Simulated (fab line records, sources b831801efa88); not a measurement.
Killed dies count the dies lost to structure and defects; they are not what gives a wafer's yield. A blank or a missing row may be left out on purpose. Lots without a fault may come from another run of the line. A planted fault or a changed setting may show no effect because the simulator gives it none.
Struck lot and sound lot, side by side / flow sky130 / 31 out of 708 route steps
Sound: these wafers, L958.2, L958.3, L958.5. Struck: wafers L961.1, L961.2, L961.3. The cause comes at the end.
Each step with rows lists, per side, the tool, then ch with its chambers, then its first start. Under that, the readings that differ: sound wafers / struck wafers / difference of the means / sigmas: that difference in standard deviations of wafers without a fault.
alike: words and numbers the same on both sides, and readings whose means are apart by under 2 such deviations; not compared: readings that were withheld, readings missing a value for some wafer, numbers with overlapping values and no deviation given by the record, and bounds like >300 which may hide the same value.
A row with sigmas, a row that says differs or no value, or rows on one side alone: a step with any of these is where the two part. Numbers that have no deviation but don't overlap get no sigmas and don't part them. A reading that every wafer of one side lacks parts them only if that side has two wafers or more.

SKY_FIELD_ISO_BOW_MEAS_00:
  struck on film-metro-03, day 2 11:00; sound on film-metro-02, day 1 20:01
  alike: INCOMING_BOW
SKY_FIELD_ISO_OXIDATION_01: stabilise 600 s, purge 300 s, target thk 12 nm.
  sound on furnace-02 ch 0, day 1 21:36; struck on furnace-02 ch 0, day 2 11:07
reading=ox-time-s (s); sound=1843 1843 1843; struck=2211.6 2211.6 2211.6; difference=+368.6; sigmas=
reading=model.SiO2_of_FIELD_ISO_OXIDATION_01.thk-nm (nm); sound=11.82 12.24 12; struck=13.53 13.34 13.51; difference=+1.44; sigmas=
  alike: ox-temp-c, zone-power-lower-pct, zone-power-top-pct
SKY_FIELD_ISO_THK_MEAS_02:
  struck on film-metro-03, day 2 12:52; sound on film-metro-04, day 1 23:07
reading=FIELD_ISO_OXIDATION_00_THK (nm); sound=11.86 12.21 11.97; struck=13.53 13.38 13.52; difference=+1.46; sigmas=+6
  not compared: hold
SKY_FIELD_ISO_THK_MEAS_04:
  struck on film-metro-04, day 2 19:32; sound on film-metro-04, day 2 00:58
  alike: FIELD_ISO_CVD_03_THK
then, 8 steps without rows for these wafers: SKY_FIELD_ISO_DEHYDRATE_05 (time 60 s); SKY_FIELD_ISO_HMDS_06 (prime time 60 s); SKY_FIELD_ISO_COAT_07 (resist thk 60 nm); SKY_FIELD_ISO_COAT_08 (resist thk 445.8 nm); SKY_FIELD_ISO_SOFTBAKE_09 (time 90 s); SKY_FIELD_ISO_EXPOSE_10 (exposes mask FOM, target cd 150 nm); SKY_FIELD_ISO_PEB_11; SKY_FIELD_ISO_DEVELOP_12 (develop time 60 s).
SKY_FIELD_ISO_CD_MEAS_13: the cd target is 150 nm.
  struck on cd-sem-01, day 3 07:25; sound on cd-sem-02, day 2 16:35
  alike: cd-nm
SKY_FIELD_ISO_ETCH_14: etches BARC in N2/H2, stops on SiO2, time 45.9 s, target depth 60 nm.
  sound on rie-diel-04 ch 0,1,2, day 2 16:41; struck on rie-diel-03 ch 0,1,3, day 3 07:32
  alike: drypump-motor-current-A, oes-product-au, throttle-valve-pct
  not compared: rf-hours-counter-h
SKY_FIELD_ISO_ETCH_15: etches the open film in CHF3/O2, stops on Si, target depth 180 nm, time 72 s.
  sound on rie-diel-04 ch 0,1,2, day 2 16:44; struck on rie-diel-03 ch 0,1,3, day 3 07:35
  alike: drypump-motor-current-A, oes-product-au, throttle-valve-pct
  not compared: rf-hours-counter-h
SKY_FIELD_ISO_STRIP_16: strips in O2/N2.
  sound on plasma-asher-04 ch 1, day 2 16:47; struck on plasma-asher-03 ch 0,1, day 3 07:38
reading=drypump-motor-current-A (A); sound=6.3 6.3 6.3; struck=5.3 5.2 5.3; difference=-1.0; sigmas=-3
  alike: oes-product-au, strip-time-to-endpoint-s
  not compared: rf-hours-counter-h
SKY_FIELD_ISO_ETCH_17: etches Si in HBr/Cl2/O2, target depth 342 nm, time 101 s.
  sound on rie-si-02 ch 0,2,3, day 2 16:53; struck on rie-si-02 ch 0,1,3, day 3 07:44
  alike: HBr_flow_sccm, drypump-motor-current-A, oes-product-au, throttle-valve-pct
  not compared: rf-hours-counter-h
then, 5 steps without rows for these wafers: SKY_FIELD_ISO_WET_ETCH_18 (etches Si3N4 in H3PO4, target depth 25 nm, time 286 s); SKY_FIELD_ISO_CLEAN_19 (cleans in SC1/SC2, time 150 s); SKY_FIELD_ISO_CLEAN_20 (cleans in dHF, time 20 s); SKY_FIELD_ISO_WET_ETCH_21 (etches SiO2 in dHF, target depth 20 nm, time 400 s); SKY_FIELD_ISO_OXIDATION_22 (stabilise 600 s, purge 300 s, target thk 10 nm).
SKY_FIELD_ISO_THK_MEAS_23:
  struck on film-metro-03, day 3 12:01; sound on film-metro-04, day 2 18:58
  alike: FIELD_ISO_OXIDATION_01_THK
then, 1 step without rows for these wafers: SKY_FIELD_ISO_CVD_24 (deposits SiO2, target thk 595 nm, time 99.2 s).
SKY_FIELD_ISO_THK_MEAS_25:
  struck on film-metro-03, day 3 12:09; sound on film-metro-04, day 2 19:07
  alike: FIELD_ISO_CVD_24_THK
then, 1 step without rows for these wafers: SKY_FIELD_ISO_ANNEAL_26 (time 1800 s).
SKY_FIELD_ISO_CMP_27: polishes, stops on Si3N4, t overpolish 16 s, target thk 457.8 nm.
  sound on cmp-02 ch 1,2,3, day 2 20:40; struck on cmp-01 ch 0,1,2, day 3 14:58
  alike: motor-current-A, slurry-filter-dp-kPa
then, 1 step without rows for these wafers: SKY_FIELD_ISO_WET_ETCH_28 (etches SiO2 in dHF, target depth 23.7 nm, time 47 s).
SKY_FIELD_ISO_WET_ETCH_29: etches Si3N4 in H3PO4, target depth 160 nm, time 1825 s.
  sound on wet-bench-02 ch 1, day 2 20:59; struck on wet-bench-03 ch 3, day 3 15:14
reading=model.SiO2_of_FIELD_ISO_OXIDATION_01.thk-nm (nm); sound=11.5 11.92 11.68; struck=13.21 13.03 13.19; difference=+1.44; sigmas=
  alike: bath-heat-duty-pct
then, 2 steps without rows for these wafers: SKY_FIELD_ISO_WET_ETCH_30 (etches SiO2 in dHF, target depth 25 nm, time 50 s); SKY_PAD_OPEN_PROBE_99.

WHERE THEY PART
At SKY_FIELD_ISO_THK_MEAS_02 first; at SKY_FIELD_ISO_STRIP_16 last (within this record only). Later steps at which nothing parts them and some readings are alike: SKY_FIELD_ISO_ETCH_17, SKY_FIELD_ISO_THK_MEAS_23, SKY_FIELD_ISO_THK_MEAS_25, SKY_FIELD_ISO_CMP_27, SKY_FIELD_ISO_WET_ETCH_29.

WHY: whatever the simulator had introduced
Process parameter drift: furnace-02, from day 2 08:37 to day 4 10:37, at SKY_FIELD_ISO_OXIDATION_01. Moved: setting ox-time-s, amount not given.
